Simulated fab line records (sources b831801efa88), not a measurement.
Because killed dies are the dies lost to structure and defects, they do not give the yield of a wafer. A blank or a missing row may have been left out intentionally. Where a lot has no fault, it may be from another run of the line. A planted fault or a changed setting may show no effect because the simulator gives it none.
Chamber matching :: flow sky130 :: cmp-02 running SKY_VIA4_CMP_21: 4 sister chambers
The step polishes, stops on SiO2, t overpolish 25 s, target thk 0 nm. 20 wafers are shown with their chamber, then 10 later ones without.

WAFERS, EACH WITH ITS CHAMBER
wafer: L533.3
chamber: 3
motorCurrentA (A): 12.4
timeToEndpointS (s): 128
overpolishRunS (s): 25.004

wafer: L533.5
chamber: 3
motorCurrentA (A): 12.1
timeToEndpointS (s): 125
overpolishRunS (s): 25.009

wafer: L533.6
chamber: 0
motorCurrentA (A): 10.7
timeToEndpointS (s): 125
overpolishRunS (s): 24.995

wafer: L535.2
chamber: 1
motorCurrentA (A): 11.1
timeToEndpointS (s): 128
overpolishRunS (s): 24.995

wafer: L535.3
chamber: 3
motorCurrentA (A): 11.9
timeToEndpointS (s): 124
overpolishRunS (s): 25.005

wafer: L535.5
chamber: 1
motorCurrentA (A): 11.3
timeToEndpointS (s): 129
overpolishRunS (s): 24.986

wafer: L536.1
chamber: 1
motorCurrentA (A): 11.8
timeToEndpointS (s): 127
overpolishRunS (s): 25.002

wafer: L536.4
chamber: 3
motorCurrentA (A): 12.5
timeToEndpointS (s): 126
overpolishRunS (s): 24.996

wafer: L536.5
chamber: 3
motorCurrentA (A): 11.8
timeToEndpointS (s): 126
overpolishRunS (s): 25.006

wafer: L538.1
chamber: 3
motorCurrentA (A): 12.5
timeToEndpointS (s): 126
overpolishRunS (s): 24.992

wafer: L538.2
chamber: 0
motorCurrentA (A): 10.2
timeToEndpointS (s): 129
overpolishRunS (s): 24.994

wafer: L538.6
chamber: 2
motorCurrentA (A): 12.2
timeToEndpointS (s): 129
overpolishRunS (s): 24.995

wafer: L540.1
chamber: 3
motorCurrentA (A): 11.8
timeToEndpointS (s): 123
overpolishRunS (s): 24.996

wafer: L540.4
chamber: 2
motorCurrentA (A): 11.7
timeToEndpointS (s): 123
overpolishRunS (s): 25.006

wafer: L540.6
chamber: 0
motorCurrentA (A): 10.3
timeToEndpointS (s): 119
overpolishRunS (s): 25.010

wafer: L541.3
chamber: 2
motorCurrentA (A): 11.3
timeToEndpointS (s): 123
overpolishRunS (s): 25.010

wafer: L541.5
chamber: 0
motorCurrentA (A): 10.3
timeToEndpointS (s): 127
overpolishRunS (s): 24.999

wafer: L541.6
chamber: 1
motorCurrentA (A): 11.3
timeToEndpointS (s): 127
overpolishRunS (s): 25.006

wafer: L545.3
chamber: 1
motorCurrentA (A): 11.2
timeToEndpointS (s): 126
overpolishRunS (s): 25.012

wafer: L545.4
chamber: 2
motorCurrentA (A): 11.7
timeToEndpointS (s): 120
overpolishRunS (s): 25.008

SIGNATURES (means of the wafers above)
reading: motorCurrentA
chamber 0: 10.375
chamber 1: 11.340
chamber 2: 11.725
chamber 3: 12.143
scatter within a chamber: 0.303

reading: timeToEndpointS
chamber 0: 125.00
chamber 1: 127.40
chamber 2: 123.75
chamber 3: 125.43
scatter within a chamber: 2.73

reading: overpolishRunS
chamber 0: 24.99950
chamber 1: 25.00020
chamber 2: 25.00475
chamber 3: 25.00114
scatter within a chamber: 0.00769
Rule: a wafer lies at a distance from a chamber equal to the root of the sum of squares, over the readings, of (its reading less the chamber's mean, divided by the reading's scatter). If the next closest chamber is less than 2 further off than the closest, the wafer can't be placed; otherwise it belongs to the closest. The scatter is the square root of a quotient: the sum, over the shown wafers, of each reading's squared deviation from its chamber's mean, divided by wafers minus chambers.

WAFERS WITHOUT THEIR CHAMBER
wafer: L545.6
motorCurrentA (A): 11.2
timeToEndpointS (s): 123
overpolishRunS (s): 24.994

wafer: L544.1
motorCurrentA (A): 10.4
timeToEndpointS (s): 118
overpolishRunS (s): 24.983

wafer: L544.2
motorCurrentA (A): 12.2
timeToEndpointS (s): 117
overpolishRunS (s): 24.995

wafer: L544.3
motorCurrentA (A): 11.1
timeToEndpointS (s): 126
overpolishRunS (s): 25.002

wafer: L552.1
motorCurrentA (A): 10.9
timeToEndpointS (s): 125
overpolishRunS (s): 24.989

wafer: L552.2
motorCurrentA (A): 12.3
timeToEndpointS (s): 127
overpolishRunS (s): 24.995

wafer: L552.4
motorCurrentA (A): 11.6
timeToEndpointS (s): 124
overpolishRunS (s): 25.009

wafer: L553.2
motorCurrentA (A): 12.1
timeToEndpointS (s): 121
overpolishRunS (s): 24.996

wafer: L553.3
motorCurrentA (A): 11.6
timeToEndpointS (s): 124
overpolishRunS (s): 24.999

wafer: L553.4
motorCurrentA (A): 10.4
timeToEndpointS (s): 118
overpolishRunS (s): 25.002

EACH ONE'S CHAMBER
wafer: L545.6
from the rows above: can't be placed: 1 or 2 or 0 or 3
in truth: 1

wafer: L544.1
from the rows above: can't be placed: 0 or 1
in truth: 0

wafer: L544.2
from the rows above: can't be placed: 2 or 3 or 1
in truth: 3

wafer: L544.3
from the rows above: can't be placed: 1 or 2 or 0
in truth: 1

wafer: L552.1
from the rows above: can't be placed: 0 or 1 or 2
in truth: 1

wafer: L552.2
from the rows above: can't be placed: 3 or 2
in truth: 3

wafer: L552.4
from the rows above: can't be placed: 2 or 1 or 3
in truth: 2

wafer: L553.2
from the rows above: can't be placed: 3 or 2 or 1
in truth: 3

wafer: L553.3
from the rows above: can't be placed: 2 or 1 or 3
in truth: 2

wafer: L553.4
from the rows above: 0
in truth: 0
Correct placement for 1 of the 10. These rows do not allow placing 9 (true chamber among the candidates in 9). Placed wrongly: 0.
